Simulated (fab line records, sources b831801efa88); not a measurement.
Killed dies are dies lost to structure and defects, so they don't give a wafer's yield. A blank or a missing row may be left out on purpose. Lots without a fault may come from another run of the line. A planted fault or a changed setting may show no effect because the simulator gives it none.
Chamber matching | flow sky130 | SKY_PASSIVATION_CVD_02 on pecvd-01: 3 sister chambers
The step deposits Si3N4, target thk 540 nm. 3 wafers are shown with their chamber, then 11 later ones without.

WAFERS WITH THEIR CHAMBER
wafer  | chamber | heater_power_w (W)
L088.3 | 1       | 897
L088.6 | 0       | 875
L091.1 | 2       | 526

WAFERS WITHOUT THEIR CHAMBER
wafer  | heater_power_w (W)
L091.4 | 863
L091.5 | 560
L093.3 | 491
L093.4 | 927
L093.6 | 849
L096.1 | 760
L096.5 | 863
L096.6 | 842
L097.3 | 872
L097.4 | 578
L097.5 | 589

WHICH CHAMBER EACH WENT THROUGH
wafer  | from the rows above     | in truth
L091.4 | can't be placed: 0 or 1 | 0
L091.5 | 2                       | 2
L093.3 | 2                       | 2
L093.4 | can't be placed: 1 or 0 | 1
L093.6 | can't be placed: 0 or 1 | 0
L096.1 | can't be placed: 0 or 1 | 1
L096.5 | can't be placed: 0 or 1 | 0
L096.6 | can't be placed: 0 or 1 | 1
L097.3 | can't be placed: 0 or 1 | 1
L097.4 | 2                       | 2
L097.5 | 2                       | 2
Placed correctly: 4 of 11. Can't be placed from these rows: 7 (the true chamber is among the candidates in 7). Placed wrongly: 0.
How it was worked out, from the rows above alone: a wafer's distance from a chamber is the root of the sum, over the readings, of the square of ((its reading less the chamber's mean) divided by the reading's scatter). The wafer belongs to the nearest chamber; if the next one is less than 2 further off, it can't be placed. A chamber's mean is the mean of its shown wafers. The scatter: with one shown wafer a chamber, the root of the mean of the squares of how far each hidden wafer lies from its nearest shown one.
